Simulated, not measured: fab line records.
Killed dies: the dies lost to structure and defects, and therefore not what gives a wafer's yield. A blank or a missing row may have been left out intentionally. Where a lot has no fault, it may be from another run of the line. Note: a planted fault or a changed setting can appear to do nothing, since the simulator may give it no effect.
fab line records    flow sky130
[record] lots = 13  wafers = 39  lastDay = 50
route steps=708 shown NWELL@34 VT_ADJUST_HVTP@92
lots untouched by any fault: they come from a run of this same line in which no faults occurred
startH: the number of hours between the record's first day and the start of the first shown wafer of the lot    waitH: hours since the lot's step before    " the same as in the row above    L1.1+2: a single row standing in for several wafers    - either no value or no given start    * or withheld: withheld    < > ~ a bound
route shown NAME@n: a module of which the file shows steps, and the number in the route of the first    usual: mean and standard deviation over wafers with no fault    same: alike in all rows    chamber/n: place in a boat    sites: each site's reading    _std_site: the standard deviation of these    _edge_site: mean of outer sites minus mean of inner sites    radiusMm: how far each site lies from the wafer's centre    mask NAME#n: copy n    behind: the most recent tool/chamber to have shaped the wafer    hold: the reason the lot was held/the length of the hold in hours/how it ended    device: which transistor (n, p or np) failed to switch    end of line: the tests these same wafers got at the end of their route    for a step that has no rows: nothing shown but its recipe    killed: at the first sort, the dies lost to defects and structure; wafer yield is something else    map: a wafer's dies, marking killed ones x, the rest . and places with no die _
set.NAME: the run value of the setting; set.NAME@STEP: its run value at that earlier step    model.NAME: the simulator's own value behind a step, which no gauge read
one table for each step of the route and one row for each wafer, over a sample of lots
services: when a tool's chamber went out of use (startH, in hours from the record's first day, below 0 if earlier), for how many hours, and the reason
[[steps]]
[step SKY_NWELL_THK_MEAS_02]
[recipe] reads = SiO2_of_NWELL_OXIDATION_01
[usual] NWELL_OXIDATION_THK = 10.03/0.19
lot.wafer  tool          chamber  startH  waitH  NWELL_OXIDATION_THK[nm]
L161.2     filmMetro-02  -        44.45   0.0    9.98
L161.5     "             -        "       "      10.10
L161.6     "             -        "       "      10.09
L163.2     filmMetro-02  -        50.67   0.0    9.86
L163.4     "             -        "       "      9.72
L163.6     "             -        "       "      9.72
L166.1     filmMetro-02  -        72.32   0.0    9.88
L166.5     "             -        "       "      9.89
L166.6     "             -        "       "      9.99
L165.3     filmMetro-03  -        72.34   0.0    10.12
L165.4     "             -        "       "      10.07
L165.5     "             -        "       "      10.05
L167.2     filmMetro-03  -        78.82   0.0    9.90
L167.3     "             -        "       "      9.91
L167.5     "             -        "       "      9.88
L172.3     filmMetro-02  -        100.36  0.0    10.05
L172.4     "             -        "       "      10.07
L172.5     "             -        "       "      10.18
L176.2     filmMetro-04  -        118.89  0.0    10.42
L176.3     "             -        "       "      10.31
L176.5     "             -        "       "      10.44
L177.1     filmMetro-02  -        124.17  0.0    10.34
L177.3     "             -        "       "      10.21
L177.5     "             -        "       "      10.53
L178.4     filmMetro-04  -        130.22  0.0    10.27
L178.5     "             -        "       "      10.29
L178.6     "             -        "       "      10.29
L180.1     filmMetro-04  -        140.40  0.0    9.97
L180.2     "             -        "       "      10.15
L180.6     "             -        "       "      10.00
L181.2     filmMetro-04  -        148.68  0.0    9.99
L181.4     "             -        "       "      9.93
L181.5     "             -        "       "      9.96
L182.1     filmMetro-04  -        151.88  0.0    10.11
L182.2     "             -        "       "      10.09
L182.5     "             -        "       "      10.14
L183.3     filmMetro-04  -        155.96  0.0    9.98
L183.5     "             -        "       "      9.84
L183.6     "             -        "       "      9.98
[step SKY_NWELL_STRIP_14]
[recipe] chemistry = O2/N2  powerW = 1400  pressureMtorr = 1500  platenTempC = withheld  o2FlowSccm = 3000  n2FlowSccm = 300  overashFraction = 0.5
[usual] chamberPressureMTorr = 1499.8/1.3  drypumpMotorCurrentA = 5.7/0.49  oesProductAu = 0.722/0.0046  stripTimeToEndpointS = 36.97/0.081
lot.wafer  tool            chamber  startH  waitH  chamberPressureMTorr  drypumpMotorCurrentA  oesProductAu  rfHoursCounterH  stripTimeToEndpointS
L161.2     plasmaAsher-02  1        92.29   0.1    1499.4                5.7                   0.722         39               37.03
L161.5     "               1        "       "      1500.5                5.7                   0.720         -                36.98
L161.6     "               0        "       "      1500.3                4.9                   0.720         -                37.07
L163.2     plasmaAsher-01  0        99.94   0.1    1498.8                6.1                   0.721         30               37.03
L163.4     "               0        "       "      1500.3                6.2                   0.719         -                37.02
L163.6     "               0        "       "      1500.5                6.2                   0.714         -                37.06
L165.3     plasmaAsher-04  0        124.47  0.1    1499.8                5.4                   0.727         -                36.82
L165.4     "               1        "       "      1498.3                5.6                   0.728         -                36.87
L165.5     "               1        "       "      1499.2                5.6                   0.722         -                37.07
L166.1     plasmaAsher-02  1        124.79  0.1    1504.4                5.6                   0.740         42               -
L166.5     "               0        "       "      1489.3                4.9                   0.801         -                -
L166.6     "               1        "       "      1475.8                5.6                   0.862         -                -
L167.2     plasmaAsher-04  1        132.24  0.1    1502.0                5.6                   0.719         46               37.10
L167.3     "               0        "       "      1498.6                5.4                   0.719         -                37.06
L167.5     "               1        "       "      1498.6                5.6                   0.716         -                36.97
L172.3     plasmaAsher-01  0        158.20  0.1    1499.9                6.1                   0.716         -                36.97
L172.4     "               1        "       "      1497.9                6.4                   0.728         -                36.85
L172.5     "               1        "       "      1498.1                6.4                   0.723         -                36.96
L176.2     plasmaAsher-04  0        178.86  0.1    1499.2                5.4                   0.733         51               36.92
L176.3     "               0        "       "      1502.0                5.4                   0.717         -                36.90
L176.5     "               0        "       "      1498.8                5.4                   0.722         -                36.86
L177.1     plasmaAsher-02  1        184.32  0.1    1497.9                5.7                   0.725         48               36.93
L177.3     "               1        "       "      1496.9                5.7                   0.714         -                36.97
L177.5     "               0        "       "      1500.7                4.8                   0.719         -                37.02
L178.4     plasmaAsher-02  1        192.01  0.1    1500.9                5.7                   0.716         -                37.02
L178.5     "               0        "       "      1499.3                4.9                   0.722         -                36.93
L178.6     "               1        "       "      1500.8                5.7                   0.730         -                36.93
L180.1     plasmaAsher-02  1        203.16  0.1    1500.3                5.7                   0.722         50               37.00
L180.2     "               0        "       "      1498.4                4.9                   0.724         50               37.06
L180.6     "               0        "       "      1502.1                4.9                   0.720         -                36.96
L181.2     plasmaAsher-01  1        211.72  0.1    1501.6                6.3                   0.710         41               37.09
L181.4     "               0        "       "      1499.5                6.2                   0.726         -                37.01
L181.5     "               1        "       "      1500.6                6.3                   0.723         -                37.04
L182.1     plasmaAsher-04  0        215.12  0.1    1498.8                5.5                   0.724         54               36.94
L182.2     "               1        "       "      1500.7                5.6                   0.717         54               36.96
L182.5     "               1        "       "      1501.4                5.6                   0.721         -                37.19
L183.3     plasmaAsher-04  1        221.01  0.1    1500.2                5.6                   0.726         -                37.11
L183.5     "               1        "       "      1501.8                5.6                   0.731         -                36.99
L183.6     "               0        "       "      1501.5                5.4                   0.721         -                37.01
[step SKY_NWELL_OVL_MEAS_23]
[usual] NWELL_01_OVL = -1.2/1.2
lot.wafer  tool        chamber  startH  waitH  NWELL_01_OVL[nm]
L161.2     overlay-01  -        110.14  -      -0.4
L161.5     "           -        "       "      -1.3
L161.6     "           -        "       "      -0.5
L163.2     overlay-01  -        117.44  -      -0.4
L163.4     "           -        "       "      0.1
L163.6     "           -        "       "      -1.7
L165.3     overlay-02  -        143.76  -      -2.0
L165.4     "           -        "       "      -3.1
L165.5     "           -        "       "      -4.4
L166.1     overlay-01  -        143.88  -      -1.6
L166.5     "           -        "       "      -0.8
L166.6     "           -        "       "      -0.8
L167.2     overlay-02  -        150.96  -      1.7
L167.3     "           -        "       "      0.1
L167.5     "           -        "       "      0.7
L172.3     overlay-02  -        178.04  -      0.9
L172.4     "           -        "       "      -0.6
L172.5     "           -        "       "      -0.6
L176.2     overlay-02  -        200.50  -      -1.6
L176.3     "           -        "       "      0.8
L176.5     "           -        "       "      -1.3
L177.1     overlay-02  -        205.85  -      -0.4
L177.3     "           -        "       "      0.0
L177.5     "           -        "       "      -0.6
L178.4     overlay-02  -        213.05  -      -2.2
L178.5     "           -        "       "      -3.6
L178.6     "           -        "       "      -1.5
L180.1     overlay-01  -        225.09  -      -0.4
L180.2     "           -        "       "      -0.5
L180.6     "           -        "       "      0.4
L181.2     overlay-01  -        234.05  -      -0.5
L181.4     "           -        "       "      0.8
L181.5     "           -        "       "      -1.8
L182.1     overlay-02  -        237.15  -      -1.6
L182.2     "           -        "       "      -0.5
L182.5     "           -        "       "      -1.7
L183.3     overlay-01  -        243.20  -      -0.6
L183.5     "           -        "       "      0.9
L183.6     "           -        "       "      -1.5
[step SKY_NWELL_STRIP_25]
[recipe] chemistry = O2/N2  powerW = 1400  pressureMtorr = 1500  platenTempC = withheld  o2FlowSccm = 3000  n2FlowSccm = 300  overashFraction = 0.5
[usual] chamberPressureMTorr = 1499.9/1.5  drypumpMotorCurrentA = 5.6/0.44  oesProductAu = 0.722/0.0044  stripTimeToEndpointS = 36.95/0.089
lot.wafer  tool            chamber  startH  waitH  chamberPressureMTorr  drypumpMotorCurrentA  oesProductAu  rfHoursCounterH  stripTimeToEndpointS
L161.2     plasmaAsher-01  1        110.32  0.1    1496.8                6.3                   0.727         31               37.00
L161.5     "               1        "       "      1501.8                6.3                   0.729         -                36.97
L161.6     "               0        "       "      1502.9                6.2                   0.727         -                36.99
L163.2     plasmaAsher-02  1        117.62  0.1    1497.7                5.7                   0.717         42               37.11
L163.4     "               1        "       "      1498.8                5.7                   0.722         -                37.03
L163.6     "               1        "       "      1497.9                5.7                   0.725         -                37.01
L165.3     plasmaAsher-02  0        143.97  0.1    1498.8                4.8                   0.718         -                37.01
L165.4     "               1        "       "      1500.5                5.7                   0.728         -                36.93
L165.5     "               0        "       "      1498.5                4.8                   0.723         -                36.93
L166.1     plasmaAsher-04  0        144.06  0.1    1500.5                5.4                   0.734         47               73.21
L166.5     "               1        "       "      1499.5                5.6                   0.733         -                73.23
L166.6     "               0        "       "      1501.5                5.4                   0.727         -                73.19
L167.2     plasmaAsher-04  1        151.14  0.1    1500.4                5.6                   0.718         48               36.88
L167.3     "               0        "       "      1501.5                5.4                   0.727         -                36.81
L167.5     "               0        "       "      1498.4                5.4                   0.718         -                36.89
L172.3     plasmaAsher-04  1        178.25  0.1    1497.8                5.6                   0.729         -                36.94
L172.4     "               0        "       "      1501.2                5.4                   0.721         -                37.00
L172.5     "               1        "       "      1499.9                5.6                   0.717         -                37.03
L176.2     plasmaAsher-02  1        200.68  0.1    1499.9                5.7                   0.721         50               37.02
L176.3     "               1        "       "      1500.9                5.7                   0.718         -                37.12
L176.5     "               1        "       "      1499.2                5.7                   0.717         -                36.96
L177.1     plasmaAsher-02  1        206.03  0.1    1498.3                5.7                   0.726         50               37.08
L177.3     "               0        "       "      1500.0                4.9                   0.717         -                37.17
L177.5     "               1        "       "      1499.0                5.7                   0.721         -                37.14
L178.4     plasmaAsher-04  1        213.25  0.1    1497.5                5.6                   0.732         -                36.80
L178.5     "               1        "       "      1499.1                5.6                   0.724         -                36.94
L178.6     "               0        "       "      1500.2                5.4                   0.724         -                36.92
L180.1     plasmaAsher-04  1        225.27  0.1    1499.2                5.6                   0.725         55               37.07
L180.2     "               0        "       "      1501.9                5.4                   0.730         55               37.01
L180.6     "               1        "       "      1498.8                5.6                   0.726         -                37.09
L181.2     plasmaAsher-04  1        234.23  0.1    1499.1                5.6                   0.718         56               36.94
L181.4     "               0        "       "      1500.6                5.4                   0.719         -                37.05
L181.5     "               0        "       "      1501.7                5.4                   0.728         -                36.96
L182.1     plasmaAsher-04  1        237.33  0.1    1501.1                5.7                   0.722         56               36.93
L182.2     "               0        "       "      1498.7                5.4                   0.724         56               36.95
L182.5     "               0        "       "      1497.3                5.4                   0.718         -                36.96
L183.3     plasmaAsher-01  0        243.41  0.1    1498.8                6.2                   0.730         -                36.87
L183.5     "               1        "       "      1498.6                6.4                   0.723         -                36.96
L183.6     "               0        "       "      1496.6                6.2                   0.732         -                36.91
[step SKY_NWELL_TW_MEAS_26]
[usual] NWELL_2_TW = 494.1/2.7
lot.wafer  tool          chamber  startH  waitH  NWELL_2_TW
L161.2     filmMetro-04  -        110.43  0.1    499.1
L161.5     "             -        "       "      498.7
L161.6     "             -        "       "      496.9
L163.2     filmMetro-03  -        117.73  0.1    490.2
L163.4     "             -        "       "      490.8
L163.6     "             -        "       "      491.9
L165.3     filmMetro-03  -        144.06  0.1    494.3
L165.4     "             -        "       "      498.0
L165.5     "             -        "       "      491.9
L166.1     filmMetro-04  -        144.16  0.1    29.8
L166.5     "             -        "       "      30.1
L166.6     "             -        "       "      29.9
L167.2     filmMetro-04  -        151.24  0.1    494.9
L167.3     "             -        "       "      498.4
L167.5     "             -        "       "      492.4
L172.3     filmMetro-03  -        178.33  0.1    489.9
L172.4     "             -        "       "      493.7
L172.5     "             -        "       "      490.6
L176.2     filmMetro-04  -        200.79  0.1    500.2
L176.3     "             -        "       "      496.9
L176.5     "             -        "       "      498.8
L177.1     filmMetro-03  -        206.13  0.1    492.1
L177.3     "             -        "       "      493.6
L177.5     "             -        "       "      492.3
L178.4     filmMetro-02  -        213.34  0.1    494.4
L178.5     "             -        "       "      493.9
L178.6     "             -        "       "      492.8
L180.1     filmMetro-02  -        225.37  0.1    493.1
L180.2     "             -        "       "      492.7
L180.6     "             -        "       "      493.5
L181.2     filmMetro-04  -        234.34  0.1    496.6
L181.4     "             -        "       "      495.3
L181.5     "             -        "       "      496.9
L182.1     filmMetro-04  -        237.43  0.1    494.4
L182.2     "             -        "       "      493.5
L182.5     "             -        "       "      497.1
L183.3     filmMetro-02  -        243.49  0.1    493.1
L183.5     "             -        "       "      496.1
L183.6     "             -        "       "      495.1
[step SKY_VT_ADJUST_HVTP_CD_MEAS_07]
[recipe] targetCdNm = 380
[usual] cdNm = 380.0/2.8
lot.wafer  tool      chamber  startH  waitH  cdNm
L161.2     cdSem-02  -        129.33  0.1    377.1
L161.5     "         -        "       "      377.8
L161.6     "         -        "       "      378.3
L163.2     cdSem-01  -        137.18  0.1    378.6
L163.4     "         -        "       "      375.4
L163.6     "         -        "       "      380.4
L165.3     cdSem-01  -        163.25  0.1    384.5
L165.4     "         -        "       "      384.3
L165.5     "         -        "       "      383.6
L166.1     cdSem-01  -        164.55  0.1    376.3
L166.5     "         -        "       "      379.2
L166.6     "         -        "       "      379.9
L167.2     cdSem-01  -        171.78  0.1    383.2
L167.3     "         -        "       "      387.1
L167.5     "         -        "       "      381.6
L172.3     cdSem-02  -        200.15  0.1    379.1
L172.4     "         -        "       "      377.4
L172.5     "         -        "       "      375.3
L176.2     cdSem-02  -        222.63  0.1    381.5
L176.3     "         -        "       "      381.1
L176.5     "         -        "       "      381.3
L177.1     cdSem-01  -        228.65  0.1    377.2
L177.3     "         -        "       "      377.4
L177.5     "         -        "       "      377.6
L178.4     cdSem-01  -        236.20  0.1    377.4
L178.5     "         -        "       "      376.0
L178.6     "         -        "       "      377.0
L180.1     cdSem-02  -        248.89  0.1    377.6
L180.2     "         -        "       "      380.2
L180.6     "         -        "       "      379.1
L181.2     cdSem-01  -        257.56  0.1    380.1
L181.4     "         -        "       "      381.3
L181.5     "         -        "       "      379.2
L182.1     cdSem-01  -        260.85  0.1    376.4
L182.2     "         -        "       "      376.4
L182.5     "         -        "       "      378.0
L183.3     cdSem-01  -        267.64  0.1    381.3
L183.5     "         -        "       "      383.8
L183.6     "         -        "       "      380.6
[[services]]
tool            chamber  startH  hours  kind
plasmaAsher-01  -        78.47   1.4    repair
plasmaAsher-04  -        91.42   2.5    repair
[[key]]
[firstSign] step = SKY_NWELL_STRIP_14  reading = oesProductAu  direction = up  sigmas = 17  usual = 0.722  struck = 0.801
[effect] step = SKY_NWELL_STRIP_14  reading = chamberPressureMTorr  direction = down  sigmas = 7.6  usual = 1499.8  struck = 1489.8
[effect] step = SKY_NWELL_STRIP_25  reading = stripTimeToEndpointS  direction = up  sigmas = 99+  usual = *  struck = *
[effect] step = SKY_NWELL_TW_MEAS_26  reading = NWELL_2_TW  direction = down  sigmas = 99+  usual = 494.1  struck = 29.9
metAt SKY_NWELL_STRIP_14
struckLots L166
sortLeftOut L166.1,L166.5,L166.6
testerLeftOut L166
notActingAt SKY_NWELL_THK_MEAS_02,SKY_NWELL_OVL_MEAS_23,SKY_VT_ADJUST_HVTP_CD_MEAS_07
onsetBetween 92.29 124.79
[fault] kind = stripAborted  tool = plasmaAsher-02  chamber = -  onsetH = 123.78  steps = SKY_NWELL_STRIP_14  offset = 1  endH = 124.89
// testerLeftOut: of these lots the tester's yield and bins aren't shown, on N5 and GAA mostly nor the transistor test; their killed dies are dies lost to structure and defects alone, not to doping, threshold or leakage, so they don't give the yield
// sortLeftOut: the simulated sort isn't trusted on such a fault, so these wafers' sort isn't shown, and their yield isn't known
